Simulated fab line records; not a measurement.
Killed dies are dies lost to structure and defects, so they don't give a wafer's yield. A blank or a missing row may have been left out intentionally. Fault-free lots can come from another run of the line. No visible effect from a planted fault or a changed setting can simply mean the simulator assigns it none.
fab line records	flow sky130
record lots=14	wafers=42	last_day=51
route steps=708 shown NWELL@76 VT_ADJUST_HVTP@92 PAD_OPEN@708
lots that met no fault: taken from a fault-free run of the same line
start_h: hours from the record's first day to the start of the lot's first wafer shown	wait_h: hours since the lot's step before	" as in the row above	L1.1+2: a single row standing in for several wafers	- no value present, or no start provided	* or withheld: withheld	< > ~ a bound
route shown NAME@n: names a module that has steps shown in the file, with the first one's number in the route	usual: mean/standard deviation taken from wafers without a fault	same: alike in all rows	chamber/n: place in a boat	sites: each site's reading	_std_site: their standard deviation	_edge_site: outer sites' mean less inner sites'	radius_mm: how far each site lies from the wafer's centre	mask NAME#n: copy n	behind: the last tool/chamber to shape the wafer	hold: the reason the lot was held/the length of the hold in hours/how it ended	device: the transistor (n, p or np) that didn't switch	end of line: the same wafers' tests at the end of the route	step lacking rows: just its recipe	killed: dies that structure and defects cost at the first sort, which is not the same as the wafer's yield	map: the dies of a wafer, with x for killed, . for not killed, _ for no die there
set.NAME: the setting that was run; set.NAME@STEP: the one run at that earlier step	model.NAME: the simulator's own value behind a step, which no gauge read
route steps across a sampled set of lots; one table per step, one row per wafer
services: when a tool's chamber went out of use (start_h, in hours from the record's first day, below 0 if earlier), for how many hours, and the reason
## steps
# step SKY_NWELL_OVL_MEAS_23
# usual NWELL_01_OVL=-0.6/1.2
lot.wafer	tool	chamber	start_h	wait_h	NWELL_01_OVL[nm]
L189.2	overlay-02	-	126.32	-	0.6
L189.3	"	-	"	"	1.6
L189.6	"	-	"	"	1.3
L190.1	overlay-01	-	126.71	-	-1.1
L190.5	"	-	"	"	-0.6
L190.6	"	-	"	"	-2.2
L191.1	overlay-01	-	127.61	-	-0.2
L191.4	"	-	"	"	-2.0
L191.5	"	-	"	"	-0.1
L193.3	overlay-01	-	130.53	-	-1.8
L193.4	"	-	"	"	-1.5
L193.5	"	-	"	"	1.0
L195.1	overlay-02	-	149.46	-	-1.5
L195.3	"	-	"	"	-0.9
L195.6	"	-	"	"	-0.1
L196.2	overlay-01	-	152.72	-	-0.7
L196.4	"	-	"	"	-1.8
L196.5	"	-	"	"	-0.3
L198.3	overlay-01	-	158.92	-	1.1
L198.4	"	-	"	"	0.0
L198.6	"	-	"	"	-1.1
L201.3	overlay-02	-	181.02	-	2.0
L201.4	"	-	"	"	0.5
L201.6	"	-	"	"	0.4
L205.3	overlay-01	-	207.33	-	-1.1
L205.5	"	-	"	"	0.0
L205.6	"	-	"	"	-1.0
L206.3	overlay-01	-	208.62	-	-0.2
L206.4	"	-	"	"	-1.5
L206.6	"	-	"	"	-1.6
L208.1	overlay-02	-	232.66	-	-1.2
L208.2	"	-	"	"	-1.3
L208.3	"	-	"	"	0.7
L209.1	overlay-01	-	252.91	-	0.6
L209.3	"	-	"	"	0.9
L209.6	"	-	"	"	-0.7
L210.1	overlay-02	-	263.22	-	-0.4
L210.3	"	-	"	"	1.6
L210.4	"	-	"	"	0.7
L211.1	overlay-01	-	263.57	-	-0.7
L211.2	"	-	"	"	0.7
L211.4	"	-	"	"	-0.5
# step SKY_NWELL_IMPLANT_24
# recipe species=B	energy_kev=140	dose_cm2=9.2e+12	tilt_deg=withheld
# usual beam_energy_keV=140.00/0.039	faraday_current_uA=52.0/1.1
lot.wafer	tool	chamber	start_h	wait_h	beam_energy_keV	faraday_current_uA
L189.2	implanter-01	0	126.38	0.0	140.02	50.4
L189.3	"	0	"	"	139.97	52.6
L189.6	"	0	"	"	140.01	52.7
L190.1	implanter-01	0	126.74	0.0	139.98	50.9
L190.5	"	0	"	"	139.97	51.6
L190.6	"	0	"	"	140.00	51.5
L191.1	implanter-01	0	127.65	0.0	140.00	51.7
L191.4	"	0	"	"	139.95	52.6
L191.5	"	0	"	"	140.02	51.8
L193.3	implanter-01	0	130.60	0.1	140.05	51.7
L193.4	"	0	"	"	140.07	50.0
L193.5	"	0	"	"	139.98	53.2
L195.1	implanter-03	0	149.49	0.0	139.95	52.1
L195.3	"	0	"	"	139.91	51.3
L195.6	"	0	"	"	139.96	53.0
L196.2	implanter-03	0	152.77	0.0	142.21	49.8
L196.4	"	0	"	"	142.24	51.1
L196.5	"	0	"	"	142.23	50.7
L198.3	implanter-03	0	158.99	0.1	142.25	50.6
L198.4	"	0	"	"	142.21	52.2
L198.6	"	0	"	"	142.26	52.6
L201.3	implanter-03	0	181.10	0.1	142.16	51.5
L201.4	"	0	"	"	142.26	51.7
L201.6	"	0	"	"	142.22	50.3
L205.3	implanter-04	0	207.40	0.1	140.02	52.2
L205.5	"	0	"	"	140.01	53.0
L205.6	"	0	"	"	139.97	49.8
L206.3	implanter-01	0	208.69	0.1	139.98	52.4
L206.4	"	0	"	"	139.97	50.5
L206.6	"	0	"	"	139.98	53.1
L208.1	implanter-03	0	232.70	0.0	140.01	51.7
L208.2	"	0	"	"	139.99	52.7
L208.3	"	0	"	"	140.01	52.2
L209.1	implanter-01	0	252.94	0.0	140.01	53.5
L209.3	"	0	"	"	139.99	50.7
L209.6	"	0	"	"	139.99	51.4
L210.1	implanter-03	0	263.25	0.0	140.03	52.0
L210.3	"	0	"	"	139.98	51.5
L210.4	"	0	"	"	140.00	52.6
L211.1	implanter-01	0	263.60	0.0	139.96	53.8
L211.2	"	0	"	"	139.97	53.1
L211.4	"	0	"	"	139.96	49.8
# step SKY_VT_ADJUST_HVTP_CD_MEAS_07
# recipe target_cd_nm=380
# usual cd_nm=380.3/1.9
lot.wafer	tool	chamber	start_h	wait_h	cd_nm
L189.2	cd_sem-02	-	145.88	0.1	378.7
L189.3	"	-	"	"	378.7
L189.6	"	-	"	"	378.3
L190.1	cd_sem-01	-	146.41	0.1	383.1
L190.5	"	-	"	"	384.5
L190.6	"	-	"	"	382.9
L191.1	cd_sem-02	-	147.11	0.1	378.9
L191.4	"	-	"	"	379.3
L191.5	"	-	"	"	380.2
L193.3	cd_sem-01	-	149.55	0.1	381.7
L193.4	"	-	"	"	381.9
L193.5	"	-	"	"	380.2
L195.1	cd_sem-01	-	168.91	0.1	381.0
L195.3	"	-	"	"	378.6
L195.6	"	-	"	"	378.0
L196.2	cd_sem-02	-	171.58	0.1	378.2
L196.4	"	-	"	"	381.7
L196.5	"	-	"	"	380.5
L198.3	cd_sem-01	-	177.90	0.1	382.6
L198.4	"	-	"	"	377.8
L198.6	"	-	"	"	381.5
L201.3	cd_sem-02	-	202.76	0.1	381.1
L201.4	"	-	"	"	381.7
L201.6	"	-	"	"	381.3
L205.3	cd_sem-02	-	230.65	0.1	380.4
L205.5	"	-	"	"	378.5
L205.6	"	-	"	"	381.0
L206.3	cd_sem-01	-	231.65	0.1	378.9
L206.4	"	-	"	"	380.4
L206.6	"	-	"	"	380.7
L208.1	cd_sem-01	-	257.36	0.1	384.2
L208.2	"	-	"	"	384.6
L208.3	"	-	"	"	384.4
L209.1	cd_sem-01	-	277.11	0.1	384.3
L209.3	"	-	"	"	384.4
L209.6	"	-	"	"	382.6
L210.1	cd_sem-02	-	287.61	0.1	376.3
L210.3	"	-	"	"	377.9
L210.4	"	-	"	"	380.8
L211.1	cd_sem-02	-	288.67	0.1	382.3
L211.2	"	-	"	"	381.3
L211.4	"	-	"	"	379.2
# step SKY_VT_ADJUST_HVTP_TW_MEAS_11
# usual VT_ADJUST_HVTP_TW=1357/13
lot.wafer	tool	chamber	start_h	wait_h	VT_ADJUST_HVTP_TW
L189.2	film_metro-02	-	146.28	0.1	1388
L189.3	"	-	"	"	1382
L189.6	"	-	"	"	1388
L190.1	film_metro-04	-	146.81	0.1	1340
L190.5	"	-	"	"	1350
L190.6	"	-	"	"	1342
L191.1	film_metro-04	-	147.52	0.1	1357
L191.4	"	-	"	"	1350
L191.5	"	-	"	"	1346
L193.3	film_metro-04	-	149.94	0.1	1351
L193.4	"	-	"	"	1348
L193.5	"	-	"	"	1347
L195.1	film_metro-01	-	169.32	0.1	1367
L195.3	"	-	"	"	1365
L195.6	"	-	"	"	1361
L196.2	film_metro-04	-	171.98	0.1	1339
L196.4	"	-	"	"	1348
L196.5	"	-	"	"	1341
L198.3	film_metro-01	-	178.28	0.1	1371
L198.4	"	-	"	"	1363
L198.6	"	-	"	"	1365
L201.3	film_metro-02	-	203.15	0.1	1377
L201.4	"	-	"	"	1385
L201.6	"	-	"	"	1389
L205.3	film_metro-04	-	231.03	0.1	1347
L205.5	"	-	"	"	1352
L205.6	"	-	"	"	1346
L206.3	film_metro-02	-	232.03	0.1	1379
L206.4	"	-	"	"	1386
L206.6	"	-	"	"	1387
L208.1	film_metro-04	-	257.77	0.1	1353
L208.2	"	-	"	"	1349
L208.3	"	-	"	"	1346
L209.1	film_metro-01	-	277.51	0.1	1360
L209.3	"	-	"	"	1365
L209.6	"	-	"	"	1362
L210.1	film_metro-04	-	288.02	0.1	1348
L210.3	"	-	"	"	1348
L210.4	"	-	"	"	1343
L211.1	film_metro-04	-	289.08	0.1	1347
L211.2	"	-	"	"	1342
L211.4	"	-	"	"	1341
# step SKY_PAD_OPEN_PROBE_99
# usual killed_at_M0_to_M3=44/6.8	killed_at_M4_up=2.9/1.9	killed_at_contacts=24/5.2	killed_at_front_end=16/4.1	killed_at_other=0.4/0.74	killed_dies=88/9.1	killed_open=48/7.2	killed_short=39/5.6
# same gross_dies=492	killed_at_back_side=0
lot.wafer	tool	chamber	start_h	wait_h	killed_at_M0_to_M3	killed_at_M4_up	killed_at_contacts	killed_at_front_end	killed_at_other	killed_dies	killed_open	killed_short
L189.2	prober-01	-	1092.95	0.1	51	0	26	18	1	96	56	40
L189.3	prober-01	-	1093.00	0.2	46	4	23	20	0	93	52	41
L189.6	prober-01	-	1093.15	0.2	45	1	24	14	0	84	37	47
L190.1	prober-02	-	1094.12	0.1	52	2	27	16	0	97	54	41
L190.5	prober-02	-	1094.32	0.2	43	3	22	14	0	82	41	40
L190.6	prober-02	-	1094.37	0.2	50	3	34	19	0	106	64	40
L191.1	prober-01	-	1094.12	0.1	45	1	22	16	1	85	48	37
L191.4	prober-01	-	1094.27	0.2	40	4	24	19	0	87	48	39
L191.5	prober-01	-	1094.32	0.2	42	2	15	18	0	77	38	39
L193.3	prober-02	-	1095.09	0.2	55	3	25	15	0	98	58	40
L193.4	prober-02	-	1095.14	0.2	43	2	25	19	1	90	45	44
L193.5	prober-02	-	1095.19	0.2	53	1	19	21	0	94	47	47
L195.1	prober-01	-	1126.88	0.1	33	3	32	16	0	84	55	29
L195.3	prober-01	-	1126.98	0.2	51	6	29	18	0	104	57	47
L195.6	prober-01	-	1127.13	0.2	43	2	30	19	0	94	49	44
L196.2	prober-02	-	1129.49	0.1	48	3	25	17	0	93	42	50
L196.4	prober-02	-	1129.59	0.2	42	4	21	16	0	83	46	34
L196.5	prober-02	-	1129.64	0.2	45	2	24	17	0	88	50	38
L198.3	prober-01	-	1131.04	0.2	32	2	15	15	1	65	29	36
L198.4	prober-01	-	1131.09	0.2	42	2	35	20	0	99	59	39
L198.6	prober-01	-	1131.19	0.2	45	1	25	23	1	95	44	51
L201.3	prober-01	-	1152.89	0.2	33	8	31	15	0	87	55	32
L201.4	prober-01	-	1152.94	0.2	49	1	22	15	0	87	54	33
L201.6	prober-01	-	1153.04	0.2	38	3	21	14	0	76	35	41
L205.3	prober-01	-	1169.91	0.2	51	3	26	14	0	94	51	43
L205.5	prober-01	-	1170.01	0.2	41	1	27	14	0	83	38	45
L205.6	prober-01	-	1170.06	0.2	41	2	25	20	0	88	45	43
L206.3	prober-02	-	1172.87	0.2	46	1	25	11	0	83	48	34
L206.4	prober-02	-	1172.92	0.2	47	6	21	10	1	85	45	39
L206.6	prober-02	-	1173.02	0.2	32	2	29	19	0	82	48	34
L208.1	prober-02	-	1189.98	0.1	44	2	20	25	2	93	56	37
L208.2	prober-02	-	1190.03	0.1	37	2	21	14	0	74	42	32
L208.3	prober-02	-	1190.08	0.2	48	1	22	17	0	88	47	41
L209.1	prober-01	-	1199.93	0.1	51	4	22	14	0	91	53	37
L209.3	prober-01	-	1200.03	0.2	40	1	37	14	0	92	53	39
L209.6	prober-01	-	1200.18	0.2	54	2	20	15	0	91	45	46
L211.1	prober-01	-	1215.97	0.1	45	3	21	14	0	83	49	34
L211.2	prober-01	-	1216.02	0.1	38	3	21	16	0	78	46	32
L211.4	prober-01	-	1216.12	0.2	41	2	26	17	0	86	47	39
L210.1	prober-02	-	1217.47	0.1	46	2	22	16	0	86	48	38
L210.3	prober-02	-	1217.57	0.2	38	6	26	14	0	84	45	39
L210.4	prober-02	-	1217.62	0.2	49	1	27	17	0	94	57	36
# killed by level:class
L189.2 VIA1:geometric_particle:open=14 CONTACT:geometric_particle:open=9 METAL1:geometric_particle:short=9 LI_CONTACT:geometric_particle:open=8 FIELD_ISO:geometric_particle:open=6 VIA1:geometric_particle:short=5 VIA3:geometric_particle:open=5 VIA2:geometric_particle:open=5
L189.3 VIA1:geometric_particle:open=13 CONTACT:geometric_particle:open=8 VIA2:geometric_particle:open=7 POLY_GATE:geometric_particle:short=5 LOCAL_INTERCONNECT:geometric_particle:short=5 METAL1:geometric_particle:short=5 VIA1:geometric_particle:short=5 VIA3:geometric_particle:open=5
L189.6 VIA2:geometric_particle:open=9 CONTACT:geometric_particle:open=8 VIA1:geometric_particle:short=8 VIA1:geometric_particle:open=8 VIA2:geometric_particle:short=7 LI_CONTACT:geometric_particle:open=6 METAL3:geometric_particle:short=5 POLY_GATE:geometric_particle:short=4
L190.1 VIA1:geometric_particle:open=11 VIA2:geometric_particle:open=11 CONTACT:geometric_particle:open=9 LI_CONTACT:geometric_particle:open=7 METAL1:geometric_particle:short=7 CONTACT:geometric_particle:short=6 METAL2:geometric_particle:short=6 VIA3:geometric_particle:open=6
L191.1 VIA1:geometric_particle:open=14 LI_CONTACT:geometric_particle:open=7 CONTACT:geometric_particle:open=7 VIA2:geometric_particle:open=7 POLY_GATE:geometric_particle:open=5 CONTACT:geometric_particle:short=5 VIA1:geometric_particle:short=5 METAL1:geometric_particle:short=4
L191.4 CONTACT:geometric_particle:open=10 VIA1:geometric_particle:open=8 LI_CONTACT:geometric_particle:open=7 METAL1:geometric_particle:short=7 VIA2:geometric_particle:open=6 VIA1:geometric_particle:short=5 FIELD_ISO:geometric_particle:short=4 FIELD_ISO:geometric_particle:open=4
L190.5 CONTACT:geometric_particle:open=7 VIA1:geometric_particle:short=7 FIELD_ISO:geometric_particle:open=6 VIA3:geometric_particle:open=6 METAL1:geometric_particle:short=6 VIA1:geometric_particle:open=6 LI_CONTACT:geometric_particle:open=5 FIELD_ISO:geometric_particle:short=4
L191.5 VIA2:geometric_particle:open=10 METAL2:geometric_particle:short=8 POLY_GATE:geometric_particle:short=6 POLY_GATE:geometric_particle:open=5 VIA1:geometric_particle:short=5 VIA3:geometric_particle:open=5 LI_CONTACT:geometric_particle:short=4 LI_CONTACT:geometric_particle:open=4
L190.6 VIA1:geometric_particle:open=15 LI_CONTACT:geometric_particle:open=10 CONTACT:geometric_particle:open=9 FIELD_ISO:geometric_particle:open=6 METAL1:geometric_particle:short=6 POLY_GATE:geometric_particle:open=5 CONTACT:geometric_particle:short=5 VIA2:geometric_particle:open=5
L193.3 VIA1:geometric_particle:open=15 VIA2:geometric_particle:open=12 CONTACT:geometric_particle:open=8 METAL2:geometric_particle:short=7 CONTACT:geometric_particle:short=6 POLY_GATE:geometric_particle:short=5 LI_CONTACT:geometric_particle:open=5 FIELD_ISO:geometric_particle:open=4
L193.4 LI_CONTACT:geometric_particle:open=8 METAL1:geometric_particle:short=7 CONTACT:geometric_particle:short=7 VIA2:geometric_particle:open=6 VIA3:geometric_particle:open=6 FIELD_ISO:geometric_particle:open=5 FIELD_ISO:geometric_particle:short=5 METAL3:geometric_particle:short=5
L193.5 VIA1:geometric_particle:open=10 METAL1:geometric_particle:short=7 POLY_GATE:geometric_particle:short=6 LI_CONTACT:geometric_particle:open=6 VIA3:geometric_particle:open=6 VIA1:geometric_particle:short=5 CONTACT:geometric_particle:short=5 CONTACT:geometric_particle:open=5
L195.1 CONTACT:geometric_particle:open=17 VIA1:geometric_particle:open=12 LI_CONTACT:geometric_particle:open=5 VIA1:geometric_particle:short=5 VIA3:geometric_particle:open=5 POLY_GATE:geometric_particle:open=4 CONTACT:geometric_particle:short=4 VIA2:geometric_particle:open=4
L195.3 CONTACT:geometric_particle:open=11 VIA3:geometric_particle:open=11 VIA1:geometric_particle:open=9 LI_CONTACT:geometric_particle:open=8 METAL2:geometric_particle:short=7 LOCAL_INTERCONNECT:geometric_particle:short=6 METAL1:geometric_particle:short=6 POLY_GATE:geometric_particle:short=5
L195.6 CONTACT:geometric_particle:open=11 VIA1:geometric_particle:open=11 VIA1:geometric_particle:short=8 LI_CONTACT:geometric_particle:open=7 CONTACT:geometric_particle:short=7 POLY_GATE:geometric_particle:open=5 METAL2:geometric_particle:short=5 FIELD_ISO:geometric_particle:open=4
L196.2 VIA1:geometric_particle:open=10 CONTACT:geometric_particle:open=8 METAL2:geometric_particle:short=8 FIELD_ISO:geometric_particle:short=6 LI_CONTACT:geometric_particle:open=6 METAL1:geometric_particle:short=6 VIA3:geometric_particle:short=5 LOCAL_INTERCONNECT:geometric_particle:short=4
L196.4 VIA1:geometric_particle:open=14 CONTACT:geometric_particle:open=9 VIA3:geometric_particle:open=8 CONTACT:geometric_particle:short=7 VIA2:geometric_particle:open=5 VIA1:geometric_particle:short=4 FIELD_ISO:geometric_particle:short=3 SD_P:coat_microbubble_printed=3
L196.5 LI_CONTACT:geometric_particle:open=10 VIA2:geometric_particle:open=8 CONTACT:geometric_particle:open=7 FIELD_ISO:geometric_particle:short=6 VIA1:geometric_particle:open=6 METAL2:geometric_particle:short=6 METAL2:geometric_particle:open=5 POLY_GATE:geometric_particle:open=4
L198.3 VIA1:geometric_particle:open=8 VIA1:geometric_particle:short=5 POLY_GATE:geometric_particle:open=4 LI_CONTACT:geometric_particle:open=4 CONTACT:geometric_particle:open=4 METAL1:geometric_particle:short=4 METAL2:geometric_particle:short=4 FIELD_ISO:geometric_particle:short=3
L198.4 LI_CONTACT:geometric_particle:open=12 CONTACT:geometric_particle:open=10 CONTACT:geometric_particle:short=9 VIA1:geometric_particle:open=9 VIA1:geometric_particle:short=8 VIA2:geometric_particle:open=7 FIELD_ISO:geometric_particle:short=5 POLY_GATE:geometric_particle:open=5
L198.6 VIA1:geometric_particle:short=9 FIELD_ISO:geometric_particle:short=8 POLY_GATE:geometric_particle:short=8 CONTACT:geometric_particle:open=8 METAL1:geometric_particle:short=8 LI_CONTACT:geometric_particle:open=7 VIA3:geometric_particle:short=7 VIA1:geometric_particle:open=6
L201.3 CONTACT:geometric_particle:open=14 VIA1:geometric_particle:open=9 LI_CONTACT:geometric_particle:open=8 FIELD_ISO:geometric_particle:open=6 VIA2:geometric_particle:open=6 CONTACT:geometric_particle:short=5 VIA1:geometric_particle:short=5 METAL4:geometric_particle:short=4
L201.4 VIA3:geometric_particle:open=10 CONTACT:geometric_particle:open=9 VIA1:geometric_particle:open=9 METAL2:geometric_particle:short=8 METAL1:geometric_particle:short=8 VIA2:geometric_particle:open=7 FIELD_ISO:geometric_particle:open=6 LI_CONTACT:geometric_particle:open=5
L201.6 VIA1:geometric_particle:open=9 CONTACT:geometric_particle:open=8 POLY_GATE:geometric_particle:open=7 VIA1:geometric_particle:short=7 LOCAL_INTERCONNECT:geometric_particle:short=6 METAL1:geometric_particle:short=5 VIA2:geometric_particle:short=5 CONTACT:geometric_particle:short=4
L205.3 VIA1:geometric_particle:open=11 CONTACT:geometric_particle:open=9 METAL1:geometric_particle:short=7 CONTACT:geometric_particle:short=6 VIA3:geometric_particle:short=6 VIA2:geometric_particle:open=6 FIELD_ISO:geometric_particle:open=5 LI_CONTACT:geometric_particle:open=5
L205.5 CONTACT:geometric_particle:open=9 VIA1:geometric_particle:open=8 CONTACT:geometric_particle:short=7 METAL1:geometric_particle:short=7 METAL2:geometric_particle:short=5 VIA3:geometric_particle:open=5 FIELD_ISO:geometric_particle:short=4 LI_CONTACT:geometric_particle:open=4
L205.6 VIA1:geometric_particle:open=13 LI_CONTACT:geometric_particle:open=8 CONTACT:geometric_particle:short=8 METAL1:geometric_particle:short=6 POLY_GATE:geometric_particle:open=5 METAL2:geometric_particle:short=5 VIA1:geometric_particle:short=5 FIELD_ISO:geometric_particle:short=4
L206.3 VIA1:geometric_particle:open=11 LI_CONTACT:geometric_particle:open=10 CONTACT:geometric_particle:open=8 VIA1:geometric_particle:short=8 VIA2:geometric_particle:open=6 METAL1:geometric_particle:short=5 CONTACT:geometric_particle:short=4 VIA2:geometric_particle:short=4
L206.4 VIA2:geometric_particle:open=11 VIA1:geometric_particle:open=8 CONTACT:geometric_particle:open=7 LI_CONTACT:geometric_particle:open=7 METAL2:geometric_particle:short=6 VIA1:geometric_particle:short=5 METAL1:geometric_particle:short=4 METAL3:geometric_particle:short=4
L206.6 CONTACT:geometric_particle:open=12 LI_CONTACT:geometric_particle:open=10 VIA1:geometric_particle:open=7 FIELD_ISO:geometric_particle:open=6 CONTACT:geometric_particle:short=6 METAL1:geometric_particle:short=5 METAL2:geometric_particle:short=5 FIELD_ISO:geometric_particle:short=4
L208.1 METAL1:geometric_particle:short=10 VIA2:geometric_particle:open=8 POLY_GATE:geometric_particle:open=8 VIA1:geometric_particle:open=8 VIA3:geometric_particle:open=8 POLY_GATE:geometric_particle:short=6 CONTACT:geometric_particle:open=6 LI_CONTACT:geometric_particle:open=5
L208.2 VIA1:geometric_particle:open=8 LI_CONTACT:geometric_particle:open=7 CONTACT:geometric_particle:open=6 METAL2:geometric_particle:short=6 POLY_GATE:geometric_particle:short=5 METAL1:geometric_particle:short=5 VIA1:geometric_particle:short=5 VIA3:geometric_particle:open=5
L208.3 VIA1:geometric_particle:open=11 VIA3:geometric_particle:open=8 LI_CONTACT:geometric_particle:open=7 CONTACT:geometric_particle:open=7 POLY_GATE:geometric_particle:open=6 VIA2:geometric_particle:short=6 FIELD_ISO:geometric_particle:short=5 POLY_GATE:geometric_particle:short=5
L209.1 VIA1:geometric_particle:open=10 VIA3:geometric_particle:open=9 CONTACT:geometric_particle:open=9 VIA2:geometric_particle:open=7 LI_CONTACT:geometric_particle:open=6 METAL1:geometric_particle:short=6 POLY_GATE:geometric_particle:open=5 CONTACT:geometric_particle:short=4
L209.3 LI_CONTACT:geometric_particle:open=13 CONTACT:geometric_particle:open=10 VIA3:geometric_particle:open=8 METAL3:geometric_particle:short=6 LI_CONTACT:geometric_particle:short=5 CONTACT:geometric_particle:short=5 VIA1:geometric_particle:open=5 VIA2:geometric_particle:open=5
L209.6 VIA2:geometric_particle:open=14 VIA1:geometric_particle:open=9 METAL2:geometric_particle:short=8 VIA1:geometric_particle:short=7 FIELD_ISO:geometric_particle:short=6 CONTACT:geometric_particle:open=5 LOCAL_INTERCONNECT:geometric_particle:short=5 VIA3:geometric_particle:open=5
L211.1 VIA1:geometric_particle:open=10 VIA3:geometric_particle:open=9 LI_CONTACT:geometric_particle:open=8 METAL1:geometric_particle:short=6 CONTACT:geometric_particle:short=5 FIELD_ISO:geometric_particle:open=4 POLY_GATE:geometric_particle:open=4 LI_CONTACT:geometric_particle:short=4
L211.2 VIA3:geometric_particle:open=10 CONTACT:geometric_particle:open=8 LI_CONTACT:geometric_particle:open=7 VIA1:geometric_particle:open=7 FIELD_ISO:geometric_particle:short=6 VIA1:geometric_particle:short=5 FIELD_ISO:geometric_particle:open=4 METAL1:geometric_particle:short=4
L211.4 CONTACT:geometric_particle:open=11 VIA3:geometric_particle:open=8 METAL2:geometric_particle:short=7 VIA2:geometric_particle:open=6 FIELD_ISO:geometric_particle:open=5 LI_CONTACT:geometric_particle:open=5 METAL1:geometric_particle:short=5 FIELD_ISO:geometric_particle:short=4
L210.1 VIA1:geometric_particle:open=11 CONTACT:geometric_particle:open=8 METAL1:geometric_particle:short=6 METAL3:geometric_particle:short=5 LI_CONTACT:geometric_particle:open=5 VIA2:geometric_particle:open=5 LOCAL_INTERCONNECT:geometric_particle:short=5 FIELD_ISO:geometric_particle:open=4
L210.3 CONTACT:geometric_particle:open=9 METAL2:geometric_particle:short=9 VIA1:geometric_particle:open=8 FIELD_ISO:geometric_particle:open=6 VIA1:geometric_particle:short=6 LI_CONTACT:geometric_particle:short=6 VIA3:geometric_particle:open=6 POLY_GATE:geometric_particle:open=5
L210.4 CONTACT:geometric_particle:open=16 VIA1:geometric_particle:open=10 METAL1:geometric_particle:short=9 LI_CONTACT:geometric_particle:open=7 VIA2:geometric_particle:open=6 VIA1:geometric_particle:short=5 METAL3:geometric_particle:short=4 FIELD_ISO:geometric_particle:open=3
## services
tool	chamber	start_h	hours	kind
implanter-04	-	111.22	2.3	repair
implanter-03	-	131.39	3.0	repair
implanter-01	-	156.10	6.8	repair
## key
first_sign step=SKY_NWELL_IMPLANT_24	reading=beam_energy_keV	direction=up	sigmas=58	usual=*	struck=*
effect none on later readings
met_at SKY_NWELL_IMPLANT_24
struck_lots L196,L198,L201
tester_left_out L196,L198,L201
not_acting_at SKY_NWELL_OVL_MEAS_23,SKY_VT_ADJUST_HVTP_CD_MEAS_07,SKY_VT_ADJUST_HVTP_TW_MEAS_11
onset_between 149.49 152.77
fault kind=process_parameter_drift	tool=implanter-03	chamber=-	onset_h=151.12	steps=SKY_NWELL_IMPLANT_24	channel=energy_kev	offset=*	shape=step	end_h=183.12	acts_in=*	stated=*
# tester_left_out: of these lots the tester's yield and bins aren't shown, on N5 and GAA mostly nor the transistor test; their killed dies are dies lost to structure and defects alone, not to doping, threshold or leakage, so they don't give the yield
